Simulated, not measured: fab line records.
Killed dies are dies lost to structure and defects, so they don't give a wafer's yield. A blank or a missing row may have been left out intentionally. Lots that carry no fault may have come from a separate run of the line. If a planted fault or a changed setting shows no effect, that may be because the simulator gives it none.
Which of the tools did it? || flow gf180mcu || 13 lots, 39 wafers sampled, at 6 steps of a route of 602

WHAT THE GAUGES SHOWED, per wafer
GF_PSD_RS_MEAS_14: the measuring method here is four-point-probe.
{"lot": "L782", "measured": "day 15 22:03", "on": "film metro-03", "NSD_RS (ohm/sq)": "46.07 46.00 46.01"}
{"lot": "L783", "measured": "day 16 10:28", "on": "film metro-01", "NSD_RS (ohm/sq)": "45.88 45.90 45.88"}
{"lot": "L784", "measured": "day 16 17:02", "on": "film metro-04", "NSD_RS (ohm/sq)": "46.05 45.97 45.94"}
{"lot": "L785", "measured": "day 17 02:01", "on": "film metro-04", "NSD_RS (ohm/sq)": "46.12 45.97 46.08"}
{"lot": "L787", "measured": "day 17 18:19", "on": "film metro-01", "NSD_RS (ohm/sq)": "45.81 45.99 45.98"}
{"lot": "L788", "measured": "day 18 00:56", "on": "film metro-01", "NSD_RS (ohm/sq)": "45.96 45.98 45.88"}
{"lot": "L792", "measured": "day 19 14:19", "on": "film metro-04", "NSD_RS (ohm/sq)": "48.63 48.67 48.75"}
{"lot": "L793", "measured": "day 19 19:31", "on": "film metro-01", "NSD_RS (ohm/sq)": "45.91 45.90 45.87"}
{"lot": "L794", "measured": "day 20 01:33", "on": "film metro-03", "NSD_RS (ohm/sq)": "48.60 48.65 48.64"}
{"lot": "L796", "measured": "day 20 23:08", "on": "film metro-03", "NSD_RS (ohm/sq)": "45.97 45.92 45.88"}
{"lot": "L797", "measured": "day 21 04:50", "on": "film metro-03", "NSD_RS (ohm/sq)": "45.99 45.90 45.89"}
{"lot": "L804", "measured": "day 23 08:49", "on": "film metro-04", "NSD_RS (ohm/sq)": "45.92 45.92 45.93"}
{"lot": "L805", "measured": "day 23 14:29", "on": "film metro-04", "NSD_RS (ohm/sq)": "46.12 45.98 45.96"}

GF_PSD_RS_MEAS_15: the measuring method here is four-point-probe.
{"lot": "L782", "measured": "day 15 22:10", "on": "film metro-03", "PSD_RS (ohm/sq)": "108.94 108.77 108.48"}
{"lot": "L783", "measured": "day 16 10:35", "on": "film metro-01", "PSD_RS (ohm/sq)": "108.40 108.29 108.22"}
{"lot": "L784", "measured": "day 16 17:09", "on": "film metro-04", "PSD_RS (ohm/sq)": "108.33 108.25 108.55"}
{"lot": "L785", "measured": "day 17 02:08", "on": "film metro-04", "PSD_RS (ohm/sq)": "108.84 108.69 108.87"}
{"lot": "L787", "measured": "day 17 18:26", "on": "film metro-01", "PSD_RS (ohm/sq)": "108.56 108.54 108.82"}
{"lot": "L788", "measured": "day 18 01:04", "on": "film metro-01", "PSD_RS (ohm/sq)": "108.93 108.48 108.74"}
{"lot": "L792", "measured": "day 19 14:26", "on": "film metro-04", "PSD_RS (ohm/sq)": "122.98 123.12 123.10"}
{"lot": "L793", "measured": "day 19 19:38", "on": "film metro-01", "PSD_RS (ohm/sq)": "108.57 108.33 108.82"}
{"lot": "L794", "measured": "day 20 01:40", "on": "film metro-03", "PSD_RS (ohm/sq)": "122.50 122.64 122.82"}
{"lot": "L796", "measured": "day 20 23:16", "on": "film metro-03", "PSD_RS (ohm/sq)": "108.67 108.69 108.67"}
{"lot": "L797", "measured": "day 21 04:58", "on": "film metro-03", "PSD_RS (ohm/sq)": "108.72 108.35 108.60"}
{"lot": "L804", "measured": "day 23 08:56", "on": "film metro-04", "PSD_RS (ohm/sq)": "108.18 108.28 108.42"}
{"lot": "L805", "measured": "day 23 14:36", "on": "film metro-04", "PSD_RS (ohm/sq)": "109.01 108.57 108.30"}

GF_V1_THK_MEAS_03.
{"lot": "L782", "measured": "day 19 01:44", "on": "film metro-03", "V1_CVD_02_THK (nm)": "862 853 855"}
{"lot": "L783", "measured": "day 19 14:40", "on": "film metro-01", "V1_CVD_02_THK (nm)": "831 844 850"}
{"lot": "L784", "measured": "day 19 22:47", "on": "film metro-01", "V1_CVD_02_THK (nm)": "851 852 869"}
{"lot": "L785", "measured": "day 20 08:39", "on": "film metro-03", "V1_CVD_02_THK (nm)": "826 846 852"}
{"lot": "L787", "measured": "day 21 01:14", "on": "film metro-01", "V1_CVD_02_THK (nm)": "846 829 847"}
{"lot": "L788", "measured": "day 21 06:41", "on": "film metro-03", "V1_CVD_02_THK (nm)": "844 838 866"}
{"lot": "L792", "measured": "day 22 21:40", "on": "film metro-03", "V1_CVD_02_THK (nm)": "822 833 834"}
{"lot": "L793", "measured": "day 23 02:34", "on": "film metro-01", "V1_CVD_02_THK (nm)": "846 853 865"}
{"lot": "L794", "measured": "day 23 08:41", "on": "film metro-02", "V1_CVD_02_THK (nm)": "847 862 865"}
{"lot": "L796", "measured": "day 24 03:54", "on": "film metro-02", "V1_CVD_02_THK (nm)": "858 834 844"}
{"lot": "L797", "measured": "day 24 09:23", "on": "film metro-01", "V1_CVD_02_THK (nm)": "836 833 848"}
{"lot": "L804", "measured": "day 26 11:32", "on": "film metro-03", "V1_CVD_02_THK (nm)": "843 866 859"}
{"lot": "L805", "measured": "day 26 16:05", "on": "film metro-03", "V1_CVD_02_THK (nm)": "848 863 842"}

GF_V1_BOW_MEAS_05.
{"lot": "L782", "measured": "day 19 02:16", "on": "film metro-01", "V1_BOW (um)": "87 83 92"}
{"lot": "L783", "measured": "day 19 15:02", "on": "film metro-01", "V1_BOW (um)": "84 82 75"}
{"lot": "L784", "measured": "day 19 23:09", "on": "film metro-02", "V1_BOW (um)": "83 85 87"}
{"lot": "L785", "measured": "day 20 09:01", "on": "film metro-01", "V1_BOW (um)": "88 73 82"}
{"lot": "L787", "measured": "day 21 01:36", "on": "film metro-03", "V1_BOW (um)": "89 79 83"}
{"lot": "L788", "measured": "day 21 07:13", "on": "film metro-01", "V1_BOW (um)": "85 94 82"}
{"lot": "L792", "measured": "day 22 22:02", "on": "film metro-01", "V1_BOW (um)": "90 81 93"}
{"lot": "L793", "measured": "day 23 02:55", "on": "film metro-01", "V1_BOW (um)": "72 78 69"}
{"lot": "L794", "measured": "day 23 09:04", "on": "film metro-02", "V1_BOW (um)": "87 84 86"}
{"lot": "L796", "measured": "day 24 04:16", "on": "film metro-03", "V1_BOW (um)": "79 90 89"}
{"lot": "L797", "measured": "day 24 09:46", "on": "film metro-01", "V1_BOW (um)": "94 83 85"}
{"lot": "L804", "measured": "day 26 11:59", "on": "film metro-03", "V1_BOW (um)": "84 85 89"}
{"lot": "L805", "measured": "day 26 16:28", "on": "film metro-01", "V1_BOW (um)": "79 86 81"}

GF_V1_RS_MEAS_24: the measuring method here is four-point-probe.
{"lot": "L782", "measured": "day 20 03:44", "on": "film metro-02", "V1_W_RS (ohm/sq)": "0.331 0.333 0.332"}
{"lot": "L783", "measured": "day 20 17:50", "on": "film metro-01", "V1_W_RS (ohm/sq)": "0.332 0.332 0.335"}
{"lot": "L784", "measured": "day 21 01:35", "on": "film metro-02", "V1_W_RS (ohm/sq)": "0.328 0.330 0.331"}
{"lot": "L785", "measured": "day 21 11:20", "on": "film metro-03", "V1_W_RS (ohm/sq)": "0.326 0.324 0.327"}
{"lot": "L787", "measured": "day 22 03:59", "on": "film metro-03", "V1_W_RS (ohm/sq)": "0.322 0.328 0.329"}
{"lot": "L788", "measured": "day 22 09:10", "on": "film metro-03", "V1_W_RS (ohm/sq)": "0.335 0.339 0.332"}
{"lot": "L792", "measured": "day 23 23:25", "on": "film metro-02", "V1_W_RS (ohm/sq)": "0.331 0.332 0.327"}
{"lot": "L793", "measured": "day 24 04:05", "on": "film metro-01", "V1_W_RS (ohm/sq)": "0.323 0.329 0.331"}
{"lot": "L794", "measured": "day 24 10:04", "on": "film metro-01", "V1_W_RS (ohm/sq)": "0.325 0.331 0.329"}
{"lot": "L796", "measured": "day 25 04:34", "on": "film metro-01", "V1_W_RS (ohm/sq)": "0.327 0.329 0.331"}
{"lot": "L797", "measured": "day 25 09:55", "on": "film metro-01", "V1_W_RS (ohm/sq)": "0.330 0.328 0.326"}
{"lot": "L804", "measured": "day 27 10:32", "on": "film metro-03", "V1_W_RS (ohm/sq)": "0.329 0.329 0.330"}
{"lot": "L805", "measured": "day 27 15:26", "on": "film metro-03", "V1_W_RS (ohm/sq)": "0.336 0.325 0.331"}

WHAT TOOL EACH LOT RAN ON (gives the tool, then ch and the chambers of the sampled wafers, and finally the start)
{"lot": "L782", "GF_PSD_RTA_13": "rtp anneal-01 ch 0, day 15 21:58"}
{"lot": "L783", "GF_PSD_RTA_13": "rtp anneal-02 ch 0, day 16 10:22"}
{"lot": "L784", "GF_PSD_RTA_13": "rtp anneal-02 ch 0, day 16 16:56"}
{"lot": "L785", "GF_PSD_RTA_13": "rtp anneal-01 ch 0, day 17 01:56"}
{"lot": "L787", "GF_PSD_RTA_13": "rtp anneal-01 ch 0, day 17 18:14"}
{"lot": "L788", "GF_PSD_RTA_13": "rtp anneal-02 ch 0, day 18 00:51"}
{"lot": "L792", "GF_PSD_RTA_13": "rtp anneal-01 ch 0, day 19 14:13"}
{"lot": "L793", "GF_PSD_RTA_13": "rtp anneal-02 ch 0, day 19 19:26"}
{"lot": "L794", "GF_PSD_RTA_13": "rtp anneal-01 ch 0, day 20 01:28"}
{"lot": "L796", "GF_PSD_RTA_13": "rtp anneal-02 ch 0, day 20 23:03"}
{"lot": "L797", "GF_PSD_RTA_13": "rtp anneal-02 ch 0, day 21 04:45"}
{"lot": "L804", "GF_PSD_RTA_13": "rtp anneal-02 ch 0, day 23 08:44"}
{"lot": "L805", "GF_PSD_RTA_13": "rtp anneal-01 ch 0, day 23 14:23"}
- GF_PSD_RTA_13: time 20 s.

WHAT THE TOOLS THEMSELVES READ (means of the sampled wafers that have a number; where no wafer has one, the mark that the record gives instead)
GF_PSD_RTA_13.
{"lot": "L782", "tool": "rtp anneal-01", "lamp power pct (%)": 33.2, "wafer_temp_C_max": 1031.7}
{"lot": "L783", "tool": "rtp anneal-02", "lamp power pct (%)": 39.1, "wafer_temp_C_max": 1028.8}
{"lot": "L784", "tool": "rtp anneal-02", "lamp power pct (%)": 39.0, "wafer_temp_C_max": 1029.6}
{"lot": "L785", "tool": "rtp anneal-01", "lamp power pct (%)": 33.2, "wafer_temp_C_max": 1030.6}
{"lot": "L787", "tool": "rtp anneal-01", "lamp power pct (%)": 33.2, "wafer_temp_C_max": 1030.9}
{"lot": "L788", "tool": "rtp anneal-02", "lamp power pct (%)": 39.0, "wafer_temp_C_max": 1028.9}
{"lot": "L792", "tool": "rtp anneal-01", "lamp power pct (%)": 31.3, "wafer_temp_C_max": 1006.9}
{"lot": "L793", "tool": "rtp anneal-02", "lamp power pct (%)": 39.0, "wafer_temp_C_max": 1027.8}
{"lot": "L794", "tool": "rtp anneal-01", "lamp power pct (%)": 31.3, "wafer_temp_C_max": 1008.8}
{"lot": "L796", "tool": "rtp anneal-02", "lamp power pct (%)": 39.0, "wafer_temp_C_max": 1030.3}
{"lot": "L797", "tool": "rtp anneal-02", "lamp power pct (%)": 39.0, "wafer_temp_C_max": 1029.8}
{"lot": "L804", "tool": "rtp anneal-02", "lamp power pct (%)": 39.0, "wafer_temp_C_max": 1029.6}
{"lot": "L805", "tool": "rtp anneal-01", "lamp power pct (%)": 33.2, "wafer_temp_C_max": 1030.7}

THE ANSWER, worked out from the rows above alone
Rule: the usual values come from the lots themselves. The widest of any qualifying gaps counts: lots, ordered by their means at a reading, are off when they make up no more than a third of the lots, leave a main group of 4 or more, and stand apart from it by 3 or more times the standard deviation of that group's means. A main group whose means are all the same, to the digits that the tables above print for the reading, isn't used. A lot without any number at a reading at which 4 lots or more have one is off too. All remaining lots with rows at the step are treated as sound. First the gauges in route order, then the tools' own readings, where a lot's mean is used as printed above. At the first step where some lot is off, the reading lying furthest off is the one used; lots without a number count as furthest.
Off: at GF_PSD_RS_MEAS_14 (NSD_RS), L792, L794. For the main group the mean is 45.96 ohm/sq and the standard deviation 0.055.
A tool fits if, at a process step before that reading, it ran every lot that is off, and no sound lot after the first of them. Not tried: the gauges at GF_PSD_RS_MEAS_14; whatever is off there is also off at GF_PSD_RTA_13, on other tools, and gauge error can't account for it. None of those tried fits.

WHAT THE SIMULATOR HAD INSERTED
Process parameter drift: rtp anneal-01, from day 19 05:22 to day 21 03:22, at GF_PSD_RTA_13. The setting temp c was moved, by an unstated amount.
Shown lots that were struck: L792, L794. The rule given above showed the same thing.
